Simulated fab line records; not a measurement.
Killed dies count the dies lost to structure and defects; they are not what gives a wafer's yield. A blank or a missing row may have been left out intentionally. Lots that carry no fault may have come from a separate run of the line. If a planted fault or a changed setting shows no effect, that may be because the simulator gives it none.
Comparing a struck lot with a sound one + flow sky130 + 17 out of 708 route steps
Sound: these wafers, L217.1, L217.2, L217.6. Wafers struck: L220.1, L220.2, L220.6. At the end, the cause is stated.
Order at every step that has rows: each side's tool, ch and its chambers, its first start. Under that, the readings that differ: sound wafers + struck wafers + difference of the means + sigmas: that difference in standard deviations of wafers without a fault.
alike: a reading whose means differ by less than 2 such deviations, as well as words and numbers matching on both sides. not compared: withheld readings; readings where some wafer has no value; bounds like >300 that might hide an equal value; numbers whose values overlap and for which the record gives no deviation.
A row with sigmas, a row that says differs or no value, or rows on one side alone: a step with any of these is where the two part. Numbers that don't overlap but have no deviation are shown without sigmas and don't part them. A reading missing from all wafers of one side parts the sides only when that side holds two or more wafers.

first, 5 steps without rows for these wafers: SKY_SD_N_COAT_02 (resist thk 1140 nm); SKY_SD_N_SOFTBAKE_03 (time 60 s); SKY_SD_N_EXPOSE_04 (exposes mask NSDM, target cd 380 nm); SKY_SD_N_PEB_05; SKY_SD_N_DEVELOP_06 (develop time 60 s).
SKY_SD_N_CD_MEAS_07: the cd target is 380 nm.
  struck on cd-sem-01, day 31 13:11; sound on cd-sem-01, day 30 23:16
  alike: cd-nm
SKY_SD_N_OVL_MEAS_08:
  struck on overlay-01, day 31 13:18; sound on overlay-01, day 30 23:23
  alike: SD_N_OVL
then, 2 steps without rows for these wafers: SKY_SD_N_IMPLANT_09; SKY_SD_N_IMPLANT_10.
SKY_SD_N_STRIP_11: strips in O2/N2.
  sound on plasma-asher-01 ch 0,1, day 30 23:43; struck on plasma-asher-03 ch 0,1, day 31 13:38
  alike: drypump-motor-current-A, o2-flow-sccm, oes-product-au, strip-time-to-endpoint-s
  not compared: rf-hours-counter-h
SKY_SD_N_TW_MEAS_12:
  struck on film-metro-04, day 31 13:44; sound on film-metro-04, day 30 23:49
  alike: SD_N_TW
then, 1 step without rows for these wafers: SKY_SD_N_CLEAN_13 (cleans in SC1/SC2, time 150 s).
SKY_SD_N_RTA_14: time 2 s.
  sound on rtp-anneal-01 ch 0, day 30 23:56; struck on rtp-anneal-02 ch 0, day 31 13:51
| reading          | sound                | struck               | difference | sigmas |
|------------------|----------------------|----------------------|------------|--------|
| wafer_temp_C_max | 1077.4 1077.7 1078.0 | 1083.5 1084.2 1084.1 | +6.2       | +5     |
  alike: chamber-o2-ppm, lamp-power-pct
SKY_SD_N_RS_MEAS_16: the measuring method here is four-point-probe.
  struck on film-metro-04, day 31 14:23; sound on film-metro-04, day 31 00:07
| reading          | sound             | struck            | difference | sigmas |
|------------------|-------------------|-------------------|------------|--------|
| SD_N_RS (ohm/sq) | 68.54 68.60 68.86 | 67.65 67.49 67.50 | -1.12      | -11    |
  not compared: hold
SKY_SD_N_RS_MEAS_17: the measuring method here is four-point-probe.
  struck on film-metro-04, day 31 18:52; sound on film-metro-04, day 31 00:14
| reading          | sound             | struck            | difference | sigmas |
|------------------|-------------------|-------------------|------------|--------|
| SD_P_RS (ohm/sq) | 147.3 147.2 147.9 | 142.0 142.3 142.2 | -5.3       | -17    |
  not compared: hold
SKY_SD_N_RS_MEAS_18: the measuring method here is four-point-probe.
  struck on film-metro-04, day 32 01:50; sound on film-metro-04, day 31 00:21
| reading | sound | struck                                                                     | difference                   | sigmas |
|---------|-------|----------------------------------------------------------------------------|------------------------------|--------|
| hold    | - - - | await-dispo/6.9h/release await-dispo/6.9h/release await-dispo/6.9h/release | no value on the sound wafers |        |
  alike: RES_XHIGH_RS
-- a jump in the record: the struck wafers' starts before and after are 16 days apart (it breaks off in module SD_N and resumes in module PAD_OPEN, where the first step shown is number 708 of the route) --
SKY_PAD_OPEN_PROBE_99:
  struck on prober-01, day 48 13:23; sound on prober-02, day 48 03:10
| reading                            | sound             | struck            | difference | sigmas |
|------------------------------------|-------------------|-------------------|------------|--------|
| model.etest.licon-high-po.rc-ohm   | 361.7 345.1 348.7 | 317.7 324 325.5   | -29.4      |        |
| model.etest.res-high-po.rs-ohm-sq  | 254 255.2 258     | 245.1 252.8 250.4 | -6.3       |        |
| model.etest.res-pdiff-hv.rs-ohm-sq | 191.6 192.3 191.7 | 187.2 185.3 186.4 | -5.6       |        |
| model.etest.res-pdiff.rs-ohm-sq    | 197.3 197.2 198.8 | 193.8 192.9 193   | -4.5       |        |
  alike: killed_at_M0_to_M3, killed_at_M4_up, killed-at-contacts, killed-at-front-end, killed-at-other, killed-dies, killed-on-rim, killed-open, killed-short
  not compared: model.etest.res-xhigh-po.line-ohm-um, model.etest.res-xhigh-po.rs-ohm-sq, model.etest.res-pdiff.line-ohm-um, model.etest.res-high-po.line-ohm-um

== WHERE THEY PART ==
Last at SKY_SD_N_RS_MEAS_18 as far as this record goes, first at SKY_SD_N_RTA_14. Later steps at which nothing parts them and some readings are alike: SKY_PAD_OPEN_PROBE_99.

WHY: whatever the simulator had introduced
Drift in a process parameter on rtp-anneal-02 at SKY_SD_N_RTA_14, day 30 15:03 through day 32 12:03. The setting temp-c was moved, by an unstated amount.
